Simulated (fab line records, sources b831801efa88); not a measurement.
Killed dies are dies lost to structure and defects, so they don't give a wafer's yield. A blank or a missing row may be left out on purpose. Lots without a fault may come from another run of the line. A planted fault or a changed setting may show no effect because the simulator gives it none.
Chamber matching | flow gf180mcu | GF_CONTACT_CVD_02 on pecvd-04: 3 sister chambers
The step deposits SiO2 from TEOS, target thk 860 nm, time 95.992 s. 6 wafers are shown with their chamber, then 7 later ones without.

WAFERS WITH THEIR CHAMBER
wafer  | chamber | heater_power_w (W)
L202.2 | 0       | 484
L208.2 | 2       | 674
L208.3 | 1       | 681
L208.5 | 2       | 750
L211.2 | 1       | 698
L211.4 | 0       | 554

WAFERS WITHOUT THEIR CHAMBER
wafer  | heater_power_w (W)
L211.5 | 753
L216.1 | 470
L216.4 | 715
L216.5 | 516
L219.1 | 662
L219.2 | 477
L219.4 | 704

WHICH CHAMBER EACH WENT THROUGH
wafer  | from the rows above     | in truth
L211.5 | can't be placed: 2 or 1 | 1
L216.1 | 0                       | 0
L216.4 | can't be placed: 2 or 1 | 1
L216.5 | 0                       | 0
L219.1 | can't be placed: 1 or 2 | 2
L219.2 | 0                       | 0
L219.4 | can't be placed: 2 or 1 | 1
Placed correctly: 3 of 7. Can't be placed from these rows: 4 (the true chamber is among the candidates in 4). Placed wrongly: 0.
How it was worked out, from the rows above alone: a wafer's distance from a chamber is the root of the sum, over the readings, of the square of ((its reading less the chamber's mean) divided by the reading's scatter). The wafer belongs to the nearest chamber; if the next one is less than 2 further off, it can't be placed. A chamber's mean is the mean of its shown wafers. The scatter: the root of (the sum of the squares of (reading less its chamber's mean) over the shown wafers, divided by (wafers less chambers)).
